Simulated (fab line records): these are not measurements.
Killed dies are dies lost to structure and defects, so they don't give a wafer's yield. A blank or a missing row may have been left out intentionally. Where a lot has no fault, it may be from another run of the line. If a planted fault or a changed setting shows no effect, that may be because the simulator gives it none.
What tool caused it? || flow sky130 || 12 lots with 36 wafers sampled at 5 steps, on a route of 708 steps

== WHAT EACH GAUGE READ, for each wafer ==
SKY_NWELL_TW_MEAS_26. Usual: NWELL_2_TW typically reads 496, with standard deviation 3.7.
{"lot": "L882", "measured": "day 5 08:56", "on": "filmMetro-03", "NWELL_2_TW": "490 494 495", "flag": ""}
{"lot": "L886", "measured": "day 6 08:47", "on": "filmMetro-03", "NWELL_2_TW": "492 493 490", "flag": ""}
{"lot": "L887", "measured": "day 6 16:02", "on": "filmMetro-04", "NWELL_2_TW": "497 499 498", "flag": ""}
{"lot": "L888", "measured": "day 6 16:24", "on": "filmMetro-04", "NWELL_2_TW": "496 497 499", "flag": ""}
{"lot": "L889", "measured": "day 7 00:14", "on": "filmMetro-04", "NWELL_2_TW": "504 499 502", "flag": ""}
{"lot": "L891", "measured": "day 7 13:53", "on": "filmMetro-03", "NWELL_2_TW": "493 494 494", "flag": ""}
{"lot": "L894", "measured": "day 8 08:11", "on": "filmMetro-02", "NWELL_2_TW": "501 498 500", "flag": ""}
{"lot": "L895", "measured": "day 8 12:01", "on": "filmMetro-04", "NWELL_2_TW": "500 497 496", "flag": ""}
{"lot": "L897", "measured": "day 9 16:14", "on": "filmMetro-02", "NWELL_2_TW": "500 497 497", "flag": ""}
{"lot": "L898", "measured": "day 9 16:31", "on": "filmMetro-03", "NWELL_2_TW": "493 494 494", "flag": ""}
{"lot": "L899", "measured": "day 9 19:50", "on": "filmMetro-03", "NWELL_2_TW": "495 493 492", "flag": ""}
{"lot": "L903", "measured": "day 10 15:08", "on": "filmMetro-03", "NWELL_2_TW": "492 490 491", "flag": ""}

SKY_VT_ADJUST_PCH_TW_MEAS_10. Usual: VT_ADJUST_PCH_TW typically reads 142.8, with standard deviation 1.1.
{"lot": "L882", "measured": "day 10 09:59", "on": "filmMetro-01", "VT_ADJUST_PCH_TW": "143.9 143.8 143.2", "flag": ""}
{"lot": "L886", "measured": "day 11 18:41", "on": "filmMetro-01", "VT_ADJUST_PCH_TW": "141.6 142.5 142.4", "flag": ""}
{"lot": "L887", "measured": "day 12 05:56", "on": "filmMetro-03", "VT_ADJUST_PCH_TW": "142.1 142.2 141.9", "flag": ""}
{"lot": "L888", "measured": "day 12 06:01", "on": "filmMetro-03", "VT_ADJUST_PCH_TW": "141.8 141.3 141.0", "flag": ""}
{"lot": "L889", "measured": "day 12 14:00", "on": "filmMetro-01", "VT_ADJUST_PCH_TW": "141.4 141.6 142.6", "flag": ""}
{"lot": "L891", "measured": "day 13 07:06", "on": "filmMetro-03", "VT_ADJUST_PCH_TW": "142.0 141.9 142.0", "flag": ""}
{"lot": "L894", "measured": "day 14 05:50", "on": "filmMetro-02", "VT_ADJUST_PCH_TW": "143.8 143.6 143.4", "flag": ""}
{"lot": "L895", "measured": "day 14 10:53", "on": "filmMetro-03", "VT_ADJUST_PCH_TW": "141.5 141.1 141.7", "flag": ""}
{"lot": "L897", "measured": "day 15 23:00", "on": "filmMetro-02", "VT_ADJUST_PCH_TW": "144.7 142.6 144.4", "flag": ""}
{"lot": "L898", "measured": "day 16 01:51", "on": "filmMetro-01", "VT_ADJUST_PCH_TW": "148.1 149.0 148.8 148.1 148.5 149.2", "flag": "OFF"}
{"lot": "L899", "measured": "day 16 03:57", "on": "filmMetro-02", "VT_ADJUST_PCH_TW": "150.4 150.6 150.7 150.4 150.5 150.7", "flag": "OFF"}
{"lot": "L903", "measured": "day 17 05:03", "on": "filmMetro-01", "VT_ADJUST_PCH_TW": "143.0 142.6 141.9", "flag": ""}

SKY_SONOS_ONO_THK_MEAS_03. Usual: SONOS_ONO_CVD_02_THK typically reads 10.38 nm, with standard deviation 0.15.
{"lot": "L882", "measured": "day 11 12:08", "on": "filmMetro-01", "SONOS_ONO_CVD_02_THK (nm)": "10.50 10.46 10.55", "flag": ""}
{"lot": "L886", "measured": "day 13 00:41", "on": "filmMetro-01", "SONOS_ONO_CVD_02_THK (nm)": "10.49 10.54 10.49", "flag": ""}
{"lot": "L887", "measured": "day 13 09:13", "on": "filmMetro-04", "SONOS_ONO_CVD_02_THK (nm)": "10.44 10.24 10.32", "flag": ""}
{"lot": "L888", "measured": "day 13 13:22", "on": "filmMetro-04", "SONOS_ONO_CVD_02_THK (nm)": "10.21 10.44 10.32", "flag": ""}
{"lot": "L889", "measured": "day 13 20:36", "on": "filmMetro-01", "SONOS_ONO_CVD_02_THK (nm)": "10.49 10.57 10.32", "flag": ""}
{"lot": "L891", "measured": "day 14 13:53", "on": "filmMetro-02", "SONOS_ONO_CVD_02_THK (nm)": "10.37 10.29 10.38", "flag": ""}
{"lot": "L894", "measured": "day 15 15:40", "on": "filmMetro-02", "SONOS_ONO_CVD_02_THK (nm)": "10.00 9.98 10.01", "flag": ""}
{"lot": "L895", "measured": "day 15 19:35", "on": "filmMetro-02", "SONOS_ONO_CVD_02_THK (nm)": "10.30 10.29 10.33", "flag": ""}
{"lot": "L897", "measured": "day 17 06:25", "on": "filmMetro-02", "SONOS_ONO_CVD_02_THK (nm)": "10.57 10.62 10.64", "flag": ""}
{"lot": "L898", "measured": "day 17 13:01", "on": "filmMetro-04", "SONOS_ONO_CVD_02_THK (nm)": "10.51 10.44 10.34", "flag": ""}
{"lot": "L899", "measured": "day 17 14:04", "on": "filmMetro-04", "SONOS_ONO_CVD_02_THK (nm)": "10.35 10.43 10.40", "flag": ""}
{"lot": "L903", "measured": "day 18 14:36", "on": "filmMetro-02", "SONOS_ONO_CVD_02_THK (nm)": "10.49 10.65 10.47", "flag": ""}

== TOOL THAT RAN EACH LOT (tool first, then ch and the chambers of the sampled wafers, then the start) ==
{"lot": "L882", "SKY_VT_ADJUST_HVTR_STRIP_10": "plasmaAsher-03 ch 0,1, day 9 11:46", "SKY_VT_ADJUST_PCH_IMPLANT_08": "implanter-01 ch 0, day 10 09:44"}
{"lot": "L886", "SKY_VT_ADJUST_HVTR_STRIP_10": "plasmaAsher-03 ch 0,1, day 10 18:13", "SKY_VT_ADJUST_PCH_IMPLANT_08": "implanter-04 ch 0, day 11 18:26"}
{"lot": "L887", "SKY_VT_ADJUST_HVTR_STRIP_10": "plasmaAsher-03 ch 0,1, day 11 05:01", "SKY_VT_ADJUST_PCH_IMPLANT_08": "implanter-02 ch 0, day 12 05:41"}
{"lot": "L888", "SKY_VT_ADJUST_HVTR_STRIP_10": "plasmaAsher-04 ch 0,1, day 11 05:19", "SKY_VT_ADJUST_PCH_IMPLANT_08": "implanter-04 ch 0, day 12 05:47"}
{"lot": "L889", "SKY_VT_ADJUST_HVTR_STRIP_10": "plasmaAsher-03 ch 0,1, day 11 13:55", "SKY_VT_ADJUST_PCH_IMPLANT_08": "implanter-02 ch 0, day 12 13:45"}
{"lot": "L891", "SKY_VT_ADJUST_HVTR_STRIP_10": "plasmaAsher-04 ch 0,1, day 12 06:05", "SKY_VT_ADJUST_PCH_IMPLANT_08": "implanter-04 ch 0, day 13 06:51"}
{"lot": "L894", "SKY_VT_ADJUST_HVTR_STRIP_10": "plasmaAsher-04 ch 0,1, day 13 03:25", "SKY_VT_ADJUST_PCH_IMPLANT_08": "implanter-01 ch 0, day 14 05:35"}
{"lot": "L895", "SKY_VT_ADJUST_HVTR_STRIP_10": "plasmaAsher-01 ch 0, day 13 08:58", "SKY_VT_ADJUST_PCH_IMPLANT_08": "implanter-01 ch 0, day 14 10:38"}
{"lot": "L897", "SKY_VT_ADJUST_HVTR_STRIP_10": "plasmaAsher-01 ch 0, day 14 19:43", "SKY_VT_ADJUST_PCH_IMPLANT_08": "implanter-02 ch 0, day 15 22:45"}
{"lot": "L898", "SKY_VT_ADJUST_HVTR_STRIP_10": "plasmaAsher-01 ch 0,1, day 14 22:55", "SKY_VT_ADJUST_PCH_IMPLANT_08": "implanter-01 ch 0, day 16 01:36"}
{"lot": "L899", "SKY_VT_ADJUST_HVTR_STRIP_10": "plasmaAsher-01 ch 0,1, day 15 01:04", "SKY_VT_ADJUST_PCH_IMPLANT_08": "implanter-01 ch 0, day 16 03:42"}
{"lot": "L903", "SKY_VT_ADJUST_HVTR_STRIP_10": "plasmaAsher-01 ch 0, day 16 00:44", "SKY_VT_ADJUST_PCH_IMPLANT_08": "implanter-04 ch 0, day 17 04:49"}
- SKY_VT_ADJUST_HVTR_STRIP_10: strips in O2/N2.
- SKY_VT_ADJUST_PCH_IMPLANT_08

== WHAT THE TOOLS THEMSELVES READ (means of the sampled wafers that have a number; where no wafer has one, the mark that the record gives instead) ==
SKY_VT_ADJUST_HVTR_STRIP_10. Usual: drypumpMotorCurrentA 5.73 A, standard deviation 0.24; oesProductAu 0.715 a.u., standard deviation 0.004; stripTimeToEndpointS 14.21 s, standard deviation 0.037.
{"lot": "L882", "tool": "plasmaAsher-03", "drypumpMotorCurrentA (A)": 5.91, "oesProductAu (a.u.)": 0.714, "stripTimeToEndpointS (s)": 14.23, "flag": ""}
{"lot": "L886", "tool": "plasmaAsher-03", "drypumpMotorCurrentA (A)": 5.91, "oesProductAu (a.u.)": 0.715, "stripTimeToEndpointS (s)": 14.24, "flag": ""}
{"lot": "L887", "tool": "plasmaAsher-03", "drypumpMotorCurrentA (A)": 5.90, "oesProductAu (a.u.)": 0.717, "stripTimeToEndpointS (s)": 14.19, "flag": ""}
{"lot": "L888", "tool": "plasmaAsher-04", "drypumpMotorCurrentA (A)": 5.87, "oesProductAu (a.u.)": 0.720, "stripTimeToEndpointS (s)": 14.21, "flag": ""}
{"lot": "L889", "tool": "plasmaAsher-03", "drypumpMotorCurrentA (A)": 5.89, "oesProductAu (a.u.)": 0.714, "stripTimeToEndpointS (s)": 14.27, "flag": ""}
{"lot": "L891", "tool": "plasmaAsher-04", "drypumpMotorCurrentA (A)": 5.81, "oesProductAu (a.u.)": 0.715, "stripTimeToEndpointS (s)": 14.17, "flag": ""}
{"lot": "L894", "tool": "plasmaAsher-04", "drypumpMotorCurrentA (A)": 5.79, "oesProductAu (a.u.)": 0.714, "stripTimeToEndpointS (s)": 14.17, "flag": ""}
{"lot": "L895", "tool": "plasmaAsher-01", "drypumpMotorCurrentA (A)": 5.26, "oesProductAu (a.u.)": 0.719, "stripTimeToEndpointS (s)": 14.21, "flag": ""}
{"lot": "L897", "tool": "plasmaAsher-01", "drypumpMotorCurrentA (A)": 5.27, "oesProductAu (a.u.)": 0.712, "stripTimeToEndpointS (s)": 14.17, "flag": ""}
{"lot": "L898", "tool": "plasmaAsher-01", "drypumpMotorCurrentA (A)": 5.45, "oesProductAu (a.u.)": 0.716, "stripTimeToEndpointS (s)": 14.18, "flag": ""}
{"lot": "L899", "tool": "plasmaAsher-01", "drypumpMotorCurrentA (A)": 5.58, "oesProductAu (a.u.)": 0.714, "stripTimeToEndpointS (s)": 14.21, "flag": ""}
{"lot": "L903", "tool": "plasmaAsher-01", "drypumpMotorCurrentA (A)": 5.26, "oesProductAu (a.u.)": 0.716, "stripTimeToEndpointS (s)": 14.21, "flag": ""}

SKY_VT_ADJUST_PCH_IMPLANT_08. Usual: beamOnS 9.98 s, standard deviation 0.21; endStationPressureTorr 4.98e-06 Torr, standard deviation 2.5e-07; faradayCurrentUA 2.83, standard deviation 0.058.
{"lot": "L882", "tool": "implanter-01", "beamOnS (s)": 9.96, "endStationPressureTorr (Torr)": 5.17e-06, "faradayCurrentUA": 2.83, "flag": ""}
{"lot": "L886", "tool": "implanter-04", "beamOnS (s)": 10.07, "endStationPressureTorr (Torr)": 4.80e-06, "faradayCurrentUA": 2.80, "flag": ""}
{"lot": "L887", "tool": "implanter-02", "beamOnS (s)": 9.77, "endStationPressureTorr (Torr)": 4.91e-06, "faradayCurrentUA": 2.89, "flag": ""}
{"lot": "L888", "tool": "implanter-04", "beamOnS (s)": 9.90, "endStationPressureTorr (Torr)": 4.71e-06, "faradayCurrentUA": 2.85, "flag": ""}
{"lot": "L889", "tool": "implanter-02", "beamOnS (s)": 10.10, "endStationPressureTorr (Torr)": 5.10e-06, "faradayCurrentUA": 2.80, "flag": ""}
{"lot": "L891", "tool": "implanter-04", "beamOnS (s)": 10.18, "endStationPressureTorr (Torr)": 4.97e-06, "faradayCurrentUA": 2.77, "flag": ""}
{"lot": "L894", "tool": "implanter-01", "beamOnS (s)": 9.96, "endStationPressureTorr (Torr)": 5.10e-06, "faradayCurrentUA": 2.84, "flag": ""}
{"lot": "L895", "tool": "implanter-01", "beamOnS (s)": 9.85, "endStationPressureTorr (Torr)": 5.06e-06, "faradayCurrentUA": 2.86, "flag": ""}
{"lot": "L897", "tool": "implanter-02", "beamOnS (s)": 10.01, "endStationPressureTorr (Torr)": 4.64e-06, "faradayCurrentUA": 2.83, "flag": ""}
{"lot": "L898", "tool": "implanter-01", "beamOnS (s)": 11.85, "endStationPressureTorr (Torr)": 8.77e-05, "faradayCurrentUA": 2.37, "flag": "OFF"}
{"lot": "L899", "tool": "implanter-01", "beamOnS (s)": 11.98, "endStationPressureTorr (Torr)": 8.94e-05, "faradayCurrentUA": 2.36, "flag": "OFF"}
{"lot": "L903", "tool": "implanter-04", "beamOnS (s)": 9.87, "endStationPressureTorr (Torr)": 5.11e-06, "faradayCurrentUA": 2.86, "flag": ""}

== THE ANSWER, worked out from the rows above alone ==
Rule: a lot counts as off when the mean over its wafers that have a number is more than 3 standard deviations away from the usual mean. A lot without any number at a reading at which 4 lots or more have one is off too. Any other lot the step has rows for is counted as sound. First the gauges in route order, then the tools' own readings, where a lot's mean is used as printed above. The first step at which some lot is off is used, and at that step the reading that is off furthest; a lot without a number counts as furthest.
Off: L898, L899, seen at SKY_VT_ADJUST_PCH_TW_MEAS_10 (VT_ADJUST_PCH_TW).
A tool fits if, at a process step before that reading, it ran every lot that is off, and no sound lot after the first of them. The gauges at SKY_VT_ADJUST_PCH_TW_MEAS_10 aren't tried: what is off there is off at SKY_VT_ADJUST_PCH_IMPLANT_08 too, on other tools, and a gauge's error can't cause that. One fits: implanter-01 at SKY_VT_ADJUST_PCH_IMPLANT_08. A fault onset in the window from L895 (day 14 10:38, its last sound lot) to L898 (day 16 01:36, its first lot off) fits.
The tool's own readings at SKY_VT_ADJUST_PCH_IMPLANT_08 bear it out: on the lots that are off they differ by more than 5 times the standard deviation of the sound lots' means. beamOnS reads 11.91 s there against 9.97 s on the sound lots; endStationPressureTorr reads 8.86e-05 Torr there against 4.96e-06 Torr on the sound lots; faradayCurrentUA reads 2.37 there against 2.83 on the sound lots.

== WHAT THE SIMULATOR HAD PUT IN ==
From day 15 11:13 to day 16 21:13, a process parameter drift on implanter-01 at SKY_VT_ADJUST_PCH_IMPLANT_08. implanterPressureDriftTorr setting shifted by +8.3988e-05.
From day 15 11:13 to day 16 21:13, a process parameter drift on implanter-01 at SKY_VT_ADJUST_PCH_IMPLANT_08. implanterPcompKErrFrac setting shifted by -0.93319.
Struck lots among those shown: L898, L899. Same finding as the rule above.
